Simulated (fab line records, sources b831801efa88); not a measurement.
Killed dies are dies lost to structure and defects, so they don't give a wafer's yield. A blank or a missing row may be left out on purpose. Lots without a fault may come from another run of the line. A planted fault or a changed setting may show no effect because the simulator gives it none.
Split-lot experiment | flow sky130 | 5 lots, 23 wafers read, on a route of 708 steps

THE SPLIT
At SKY_VIA4_SPUTTER_17 (material TiN, target thk 20 nm, time 80 s), the setting chamber_pressure_pa was moved away from the recipe's 5 Pa on 15 of the 23 wafers read, by -13.3% to +8.7%. The other wafers ran this setting at the recipe's value.

The reading is taken at the split's own step.

THE READING
TiN_of_VIA4_SPUTTER_17.thk_nm (the simulator's own value, which no gauge read), in nm, at SKY_VIA4_SPUTTER_17 (material TiN, target thk 20 nm, time 80 s). The file gives no usual value for it. The 8 wafers here that ran the recipe average 20.19 nm, standard deviation 0.08 nm.

wafer  | tool, chamber at the split | chamber_pressure_pa as run, Pa | against the recipe | TiN_of_VIA4_SPUTTER_17.thk_nm, nm | against lot-mates on the recipe
L074.1 | pvd_sputter-03, -          | 4.333                          | -13.3%             | 22.65                             | no lot-mate on the recipe
L074.2 | pvd_sputter-03, -          | 4.333                          | -13.3%             | 22.59                             | no lot-mate on the recipe
L074.3 | pvd_sputter-03, -          | 4.333                          | -13.3%             | 22.64                             | no lot-mate on the recipe
L074.5 | pvd_sputter-03, -          | 4.333                          | -13.3%             | 22.64                             | no lot-mate on the recipe
L074.6 | pvd_sputter-03, -          | 4.333                          | -13.3%             | 22.57                             | no lot-mate on the recipe
L079.2 | pvd_sputter-01, -          | 5                              | recipe             | 20.29                             | -
L079.5 | pvd_sputter-01, -          | 5                              | recipe             | 20.29                             | -
L079.4 | pvd_sputter-01, -          | 5                              | recipe             | 20.25                             | -
L082.1 | pvd_sputter-01, -          | 5.436                          | +8.7%              | 18.34                             | no lot-mate on the recipe
L082.2 | pvd_sputter-01, -          | 5.436                          | +8.7%              | 18.62                             | no lot-mate on the recipe
L082.3 | pvd_sputter-01, -          | 5.436                          | +8.7%              | 18.44                             | no lot-mate on the recipe
L082.4 | pvd_sputter-01, -          | 5.436                          | +8.7%              | 18.56                             | no lot-mate on the recipe
L082.6 | pvd_sputter-01, -          | 5.436                          | +8.7%              | 18.37                             | no lot-mate on the recipe
L081.1 | pvd_sputter-01, -          | 4.591                          | -8.2%              | 21.94                             | no lot-mate on the recipe
L081.2 | pvd_sputter-01, -          | 4.591                          | -8.2%              | 22.01                             | no lot-mate on the recipe
L081.3 | pvd_sputter-01, -          | 4.591                          | -8.2%              | 21.82                             | no lot-mate on the recipe
L081.4 | pvd_sputter-01, -          | 4.591                          | -8.2%              | 21.68                             | no lot-mate on the recipe
L081.6 | pvd_sputter-01, -          | 4.591                          | -8.2%              | 21.99                             | no lot-mate on the recipe
L084.1 | pvd_sputter-01, -          | 5                              | recipe             | 20.1                              | -
L084.2 | pvd_sputter-01, -          | 5                              | recipe             | 20.14                             | -
L084.3 | pvd_sputter-01, -          | 5                              | recipe             | 20.06                             | -
L084.4 | pvd_sputter-01, -          | 5                              | recipe             | 20.19                             | -
L084.6 | pvd_sputter-01, -          | 5                              | recipe             | 20.17                             | -

THE FIT
A straight line over all 23 wafers: TiN_of_VIA4_SPUTTER_17.thk_nm changes by -0.192 nm for each +1% of chamber_pressure_pa; r = -1.00; the points scatter about the line by 0.13 nm.
Too few moved wafers have a lot-mate on the recipe to fit a line with each lot's own level taken away.

THE FILE'S OWN FIT
TiN_of_VIA4_SPUTTER_17.thk_nm changes by -0.191 nm for each +1% of chamber_pressure_pa, r = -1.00.
